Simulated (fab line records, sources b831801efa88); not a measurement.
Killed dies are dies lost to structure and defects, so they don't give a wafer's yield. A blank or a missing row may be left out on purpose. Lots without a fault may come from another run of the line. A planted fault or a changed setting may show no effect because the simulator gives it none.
fab line records | flow sky130
record lots=6 wafers=16 last_day=51
route steps=708 shown CONTACT@425 METAL1@434
lots that met no fault: from a run of the same line without faults
start_h: hours from the record's first day to the start of the lot's first wafer shown | wait_h: hours since the lot's step before | " the same as in the row above | L1.1+2: a row that stands for several wafers | - no value, or no start given | * or withheld: withheld | < > ~ a bound
route shown NAME@n: a module of which the file shows steps, and the number in the route of the first | usual: mean/standard deviation of fault-free wafers | same: alike in all rows | chamber/n: place in a boat | sites: the reading at each site | _std_site: their standard deviation | _edge_site: outer sites' mean less inner sites' | radius_mm: how far each site lies from the wafer's centre | mask NAME#n: copy n | behind: the tool/chamber that last shaped the wafer | hold: why the lot was held/for how many hours/how that ended | device: the transistor (n, p or np) that didn't switch | end of line: the same wafers' tests at the end of the route | a step without rows: its recipe alone | killed: dies lost to structure and defects at the first sort, not the wafer's yield | map: a wafer's dies, x killed, . not, _ none there
set.NAME: the setting as run; set.NAME@STEP: as run at that earlier step | model.NAME: the simulator's own value behind a step, which no gauge read
lots at some steps of the route; a table a step, a row a wafer
services: from which hour (start_h, from the record's first day; less than 0 if before it) a tool's chamber was out of use, for how many hours, and why
## steps
# step SKY_CONTACT_STRIP_19
# recipe chemistry=O2/N2 power_w=1400 pressure_mtorr=1500 platen_temp_c=withheld o2_flow_sccm=3000 n2_flow_sccm=300 overash_fraction=0.5
# usual drypump_motor_current_A=5.8/0.47 n2_flow_sccm=300.0/0.89 oes_product_au=0.381/0.0049 strip_time_to_endpoint_s=3.61/0.031
# same overash_fraction=0.5
# columns lot.wafer tool chamber start_h wait_h drypump_motor_current_A n2_flow_sccm oes_product_au rf_hours_counter_h strip_time_to_endpoint_s
L517.1 plasma_asher-02 0 757.48 - 5.5 299.4 0.386 93 3.61
L517.5 " 0 " " 5.4 298.9 0.381 - 3.64
L517.6 " 1 " " 5.2 299.3 0.391 - 3.59
L518.2 plasma_asher-02 0 770.33 - 5.5 298.7 0.380 94 3.64
L518.3 " 1 " " 5.2 298.4 0.376 - 3.58
L518.5 " 0 " " 5.5 299.5 0.387 - 3.61
L535.2 plasma_asher-04 0 892.48 - 6.4 299.5 0.391 14 3.57
L535.4 " 0 " " 6.4 301.1 0.385 - 3.63
L537.2 plasma_asher-04 1 906.26 - 6.1 300.2 0.376 15 3.58
L537.5 " 0 " " 6.4 300.4 0.377 - 3.57
L539.2 plasma_asher-02 0 917.25 - 5.5 298.7 0.386 109 3.64
L539.5 " 1 " " 5.1 299.1 0.378 - 3.61
L539.6 " 0 " " 5.4 299.0 0.381 - 3.63
L540.1 plasma_asher-03 0 918.66 - 5.4 300.5 0.389 46 3.63
L540.2 " 1 " " 6.2 301.2 0.378 46 3.57
L540.5 " 1 " " 6.1 301.4 0.389 - 3.59
# step SKY_CONTACT_STRIP_20
# recipe chemistry=post_etch_residue_remover time_s=1200 temp_c=72.5
# step SKY_CONTACT_CLEAN_21
# recipe chemistry=IPA time_s=180 temp_c=25
# step SKY_CONTACT_CLEAN_22
# recipe chemistry=O3/DIW dry=n2_spin
# step SKY_CONTACT_SPUTTER_23
# recipe material=TiN target_thk_nm=20 chamber_pressure_pa=5 power_w=4000 time_s=80
# step SKY_CONTACT_CVD_24
# recipe material=W target_thk_nm=340 time_s=102.12 temp_c=400 pressure_torr=40
# step SKY_CONTACT_RS_MEAS_25
# recipe thk_meas_gauge=four-point-probe reads=W_of_CONTACT_CVD_24+TiN_of_CONTACT_SPUTTER_23
# usual CONTACT_W_RS=0.336/0.0052
# columns lot.wafer tool chamber start_h wait_h CONTACT_W_RS[ohm/sq]
L517.1 film_metro-04 - 758.25 0.1 0.343
L517.5 " - " " 0.343
L517.6 " - " " 0.333
L518.2 film_metro-03 - 771.11 0.1 0.334
L518.3 " - " " 0.335
L518.5 " - " " 0.338
L535.2 film_metro-04 - 893.31 0.1 0.337
L535.4 " - " " 0.341
L537.2 film_metro-03 - 907.06 0.1 0.332
L537.5 " - " " 0.342
L539.2 film_metro-03 - 918.04 0.1 0.325
L539.5 " - " " 0.328
L539.6 " - " " 0.339
L540.1 film_metro-01 - 919.43 0.1 0.338
L540.2 " - " " 0.331
L540.5 " - " " 0.328
# step SKY_CONTACT_THK_MEAS_26
# recipe thk_meas_gauge=xrf reads=W_of_CONTACT_CVD_24
# usual CONTACT_W_THK=337/5.7
# columns lot.wafer tool chamber start_h wait_h CONTACT_W_THK[nm]
L517.1 film_metro-04 - 758.37 0.1 329
L517.5 " - " " 326
L517.6 " - " " 340
L518.2 film_metro-03 - 771.22 0.1 341
L518.3 " - " " 338
L518.5 " - " " 336
L535.2 film_metro-04 - 893.42 0.1 335
L535.4 " - " " 331
L537.2 film_metro-03 - 907.17 0.1 342
L537.5 " - " " 332
L539.2 film_metro-03 - 918.15 0.1 352
L539.5 " - " " 350
L539.6 " - " " 341
L540.1 film_metro-01 - 919.55 0.1 335
L540.2 " - " " 341
L540.5 " - " " 346
# step SKY_CONTACT_CMP_27
# recipe stop_on=SiO2 t_overpolish_s=15 down_force_psi=3.5 platen_rpm=60 target_thk_nm=0 pad_velocity_m_s=0.94248
# usual motor_current_A=10.9/0.77 overpolish_run_s=14.999/0.0098 retaining_ring_pressure_frac=1.001/0.0048 time_to_endpoint_s=83/3.2
# columns lot.wafer tool chamber start_h wait_h motor_current_A overpolish_run_s retaining_ring_pressure_frac time_to_endpoint_s
L517.1 cmp-01 2 758.43 0.1 10.2 15.018 0.999 82
L517.5 " 2 " " 10.9 14.997 0.999 85
L517.6 " 3 " " 12.2 15.009 1.005 82
L518.3 cmp-01 3 771.27 0.0 11.8 14.996 0.995 84
L518.2 " 0 " " 10.5 15.004 1.000 86
L518.5 " 0 " " 10.2 14.994 0.999 85
L535.2 cmp-01 3 893.65 0.2 11.6 14.994 1.004 81
L535.4 " 1 " " 10.8 15.016 1.001 78
L537.2 cmp-01 1 907.37 0.2 11.0 14.997 1.002 81
L537.5 " 3 " " 12.2 14.994 0.994 78
L539.2 cmp-02 0 918.31 0.1 11.9 15.002 1.002 85
L539.6 " 0 " " 11.9 14.995 1.006 80
L539.5 " 1 " " 11.0 14.999 1.010 90
L540.1 cmp-02 2 919.61 0.1 9.9 15.002 0.998 82
L540.2 " 1 " " 10.9 14.989 0.999 84
L540.5 " 3 " " 10.3 14.998 0.998 84
# step SKY_METAL1_SPUTTER_00
# recipe material=Ti target_thk_nm=15 power_w=3000 time_s=10 chamber_pressure_pa=0.4
# usual throttle_valve_pct=30.1/1.2
# columns lot.wafer tool chamber start_h wait_h throttle_valve_pct
L517.1 pvd_sputter-02 - 758.73 0.2 29.8
L517.5 " - " " 30.8
L517.6 " - " " 28.7
L518.2 pvd_sputter-04 - 771.57 0.2 28.5
L518.3 " - " " 30.6
L518.5 " - " " 28.2
L535.2 pvd_sputter-02 - 893.95 0.2 29.1
L535.4 " - " " 28.8
L537.2 pvd_sputter-02 - 907.52 0.1 29.2
L537.5 " - " " 29.7
L539.2 pvd_sputter-04 - 918.61 0.2 27.8
L539.5 " - " " 28.5
L539.6 " - " " 29.9
L540.1 pvd_sputter-01 - 919.91 0.2 31.0
L540.2 " - " " 31.2
L540.5 " - " " 31.2
# step SKY_METAL1_SPUTTER_01
# recipe material=TiN target_thk_nm=20 power_w=6500 time_s=16.7 chamber_pressure_pa=0.4
# usual throttle_valve_pct=30.1/1.2
# columns lot.wafer tool chamber start_h wait_h throttle_valve_pct
L517.1 pvd_sputter-02 - 758.75 0.0 29.9
L517.5 " - " " 30.6
L517.6 " - " " 29.0
L518.2 pvd_sputter-04 - 771.59 0.0 28.4
L518.3 " - " " 30.8
L518.5 " - " " 28.4
L535.2 pvd_sputter-02 - 893.97 0.0 29.1
L535.4 " - " " 29.1
L537.2 pvd_sputter-02 - 907.56 0.0 29.0
L537.5 " - " " 30.0
L539.2 pvd_sputter-04 - 918.64 0.0 28.1
L539.5 " - " " 28.4
L539.6 " - " " 29.9
L540.1 pvd_sputter-01 - 919.93 0.0 30.9
L540.2 " - " " 31.3
L540.5 " - " " 31.2
# step SKY_METAL1_SPUTTER_02
# recipe material=AlCu target_thk_nm=250 power_w=10600 time_s=13.3 chamber_pressure_pa=0.4
# step SKY_METAL1_SPUTTER_03
# recipe material=Ti target_thk_nm=5 power_w=3000 time_s=3.3 chamber_pressure_pa=0.4
# usual throttle_valve_pct=30.1/1.1
# columns lot.wafer tool chamber start_h wait_h throttle_valve_pct model.Ti_of_METAL1_SPUTTER_03.thk_nm
L517.1 pvd_sputter-02 - 758.80 0.0 30.0 5.196
L517.5 " - " " 30.6 5.113
L517.6 " - " " 28.8 5.374
L518.2 pvd_sputter-04 - 771.64 0.0 28.7 5.292
L518.3 " - " " 30.8 5.233
L518.5 " - " " 28.1 5.363
L535.2 pvd_sputter-02 - 894.02 0.0 29.3 5.578
L535.4 " - " " 28.9 5.564
L537.2 pvd_sputter-02 - 907.66 0.0 29.1 5.505
L537.5 " - " " 29.9 5.036
L539.2 pvd_sputter-04 - 918.69 0.0 28.2 5.169
L539.5 " - " " 28.6 5.025
L539.6 " - " " 30.0 4.906
L540.1 pvd_sputter-01 - 919.98 0.0 31.0 5.355
L540.2 " - " " 31.4 5.009
L540.5 " - " " 31.2 5.375
# step SKY_METAL1_SPUTTER_04
# recipe material=TiN target_thk_nm=70 power_w=6500 time_s=58.3 chamber_pressure_pa=0.4
# usual throttle_valve_pct=30.1/1.2
# columns lot.wafer tool chamber start_h wait_h throttle_valve_pct
L517.1 pvd_sputter-02 - 758.82 0.0 29.8
L517.5 " - " " 30.5
L517.6 " - " " 28.8
L518.2 pvd_sputter-04 - 771.66 0.0 28.7
L518.3 " - " " 30.9
L518.5 " - " " 28.2
L535.2 pvd_sputter-02 - 894.04 0.0 29.1
L535.4 " - " " 28.8
L537.2 pvd_sputter-02 - 907.68 0.0 29.3
L537.5 " - " " 29.5
L539.2 pvd_sputter-04 - 918.70 0.0 28.4
L539.5 " - " " 28.4
L539.6 " - " " 30.1
L540.1 pvd_sputter-01 - 920.00 0.0 31.1
L540.2 " - " " 31.4
L540.5 " - " " 31.1
## services
# columns tool chamber start_h hours kind
plasma_asher-04 - 733.75 9.0 pm
pvd_sputter-02 - 744.56 13.8 repair
cmp-01 - 749.50 4.0 pm
pvd_sputter-02 - 753.37 1.3 repair
cmp-01 - 753.50 - consumable_replace:conditioner
pvd_sputter-02 - 769.51 2.3 repair
cmp-02 - 773.32 1.6 repair
plasma_asher-04 - 776.10 7.5 repair
plasma_asher-03 - 788.62 0.7 repair
plasma_asher-03 - 792.67 2.2 repair
pvd_sputter-04 - 801.15 5.0 repair
plasma_asher-04 - 802.42 2.7 pm
pvd_sputter-04 - 810.33 0.9 repair
plasma_asher-04 - 835.15 0.3 repair
cmp-02 - 844.01 6.1 repair
plasma_asher-03 - 846.60 2.8 pm
pvd_sputter-04 - 850.83 2.8 repair
cmp-01 - 853.43 0.9 repair
cmp-02 - 862.74 19.6 pm
cmp-01 - 882.59 5.5 pm
cmp-02 - 892.65 5.4 pm
cmp-02 - 912.07 4.0 pm
cmp-02 - 912.90 1.0 repair
cmp-01 - 916.07 5.4 pm
## key
first_sign none at tools or gauges
model_effect step=SKY_METAL1_SPUTTER_03 value=Ti_of_METAL1_SPUTTER_03.thk_nm without=5.159 struck=5.549
met_at SKY_METAL1_SPUTTER_03
struck_wafers L535.2,L535.4,L537.2
onset_between 758.80 894.02
fault kind=process_parameter_drift tool=pvd_sputter-02 chamber=- onset_h=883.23 steps=SKY_METAL1_SPUTTER_03 channel=time_s offset=* shape=step end_h=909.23 scope=struck_wafers_only acts_in=* stated=*
